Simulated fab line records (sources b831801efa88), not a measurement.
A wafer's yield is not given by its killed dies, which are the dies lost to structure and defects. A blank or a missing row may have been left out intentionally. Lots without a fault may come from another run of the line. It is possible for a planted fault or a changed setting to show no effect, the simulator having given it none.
Check for tools in common | flow sky130 | Sampled: 15 lots, 45 wafers

WHAT PROMPTED THE OPENING
3 of 15 lots carry a flag on the reading VT_ADJUST_NCORE_TW at SKY_VT_ADJUST_NCORE_TW_MEAS_11. No-fault wafers: 219.6, standard deviation 2.6.
Rule: a lot gets a flag if all its wafers with a number sit over 4 standard deviations from that mean, or if no wafer of it has a number. As for the other lots, they are considered sound.

lot  | measured     | on            | VT_ADJUST_NCORE_TW, wafer by wafer | flag
L960 | day 8 21:06  | film_metro-02 | 218.3 219.2 218.0                  |
L961 | day 9 05:24  | film_metro-02 | 217.6 218.5 217.9                  |
L962 | day 9 11:50  | film_metro-02 | 217.8 217.7 217.4                  |
L964 | day 10 02:47 | film_metro-02 | 217.3 217.6 217.2                  |
L965 | day 10 05:37 | film_metro-01 | 221.7 223.1 221.2                  |
L968 | day 11 05:43 | film_metro-01 | 222.7 222.0 221.4                  |
L969 | day 11 10:10 | film_metro-03 | 214.8 216.7 215.4                  |
L970 | day 11 22:34 | film_metro-02 | 245.8 246.1 246.9                  | FLAGGED
L971 | day 12 10:58 | film_metro-01 | 251.7 252.1 252.1                  | FLAGGED
L972 | day 12 18:27 | film_metro-01 | 252.8 250.9 252.0                  | FLAGGED
L975 | day 13 09:16 | film_metro-01 | 223.2 223.8 222.1                  |
L976 | day 13 17:58 | film_metro-02 | 216.6 217.1 216.7                  |
L977 | day 14 00:38 | film_metro-03 | 217.2 217.6 217.7                  |
L979 | day 14 10:32 | film_metro-01 | 222.1 221.9 222.2                  |
L981 | day 15 02:56 | film_metro-01 | 222.4 222.3 222.3                  |
Average over the flagged lots: 250.0; offset from the usual +30.4, equal to +12 standard deviations.

WHICH TOOL EACH LOT WENT THROUGH
The record keeps 1 process step preceding the reading, out of 708 steps on the route. Cell contents, in order: the tool; ch with the chambers the sampled wafers went through; the start.
lot  | flag    | SKY_VT_ADJUST_LVTN_COAT_13
L960 |         | litho_track-04 ch 0, day 7 13:17
L961 |         | litho_track-02 ch 0, day 7 21:57
L962 |         | litho_track-03 ch 0, day 8 03:18
L964 |         | litho_track-04 ch 0, day 8 17:57
L965 |         | litho_track-02 ch 0, day 8 20:30
L968 |         | litho_track-04 ch 0, day 9 18:50
L969 |         | litho_track-03 ch 0, day 9 23:22
L970 | FLAGGED | litho_track-04, day 10 10:50
L971 | FLAGGED | litho_track-04, day 10 22:54
L972 | FLAGGED | litho_track-02, day 11 06:21
L975 |         | litho_track-02 ch 0, day 11 19:48
L976 |         | litho_track-02 ch 0, day 12 04:57
L977 |         | litho_track-02 ch 0, day 12 10:27
L979 |         | litho_track-02 ch 0, day 12 19:32
L981 |         | litho_track-02 ch 0, day 13 12:27
What the steps here do:
- SKY_VT_ADJUST_LVTN_COAT_13: resist thk 1140 nm.
- SKY_VT_ADJUST_NCORE_TW_MEAS_11

FLAGGED OVER TOTAL, TOOL BY TOOL (the gauges that took the reading come last)
step                           | tool           | lots run | flagged | share of the flagged lots | sound lots run after its first flagged lot
SKY_VT_ADJUST_LVTN_COAT_13     | litho_track-02 | 8        | 1       | some                      | 5 (L975,L976,L977,L979,L981)
SKY_VT_ADJUST_LVTN_COAT_13     | litho_track-03 | 2        | 0       | none                      | -
SKY_VT_ADJUST_LVTN_COAT_13     | litho_track-04 | 5        | 2       | some                      | 0
SKY_VT_ADJUST_NCORE_TW_MEAS_11 | film_metro-01  | 7        | 2       | some                      | 3 (L975,L979,L981)
SKY_VT_ADJUST_NCORE_TW_MEAS_11 | film_metro-02  | 6        | 1       | some                      | 1 (L976)
SKY_VT_ADJUST_NCORE_TW_MEAS_11 | film_metro-03  | 2        | 0       | none                      | -

WHAT THE TABLE PERMITS
No row of the table ran every flagged lot.

WHAT HAD BEEN PUT IN BY THE SIMULATOR
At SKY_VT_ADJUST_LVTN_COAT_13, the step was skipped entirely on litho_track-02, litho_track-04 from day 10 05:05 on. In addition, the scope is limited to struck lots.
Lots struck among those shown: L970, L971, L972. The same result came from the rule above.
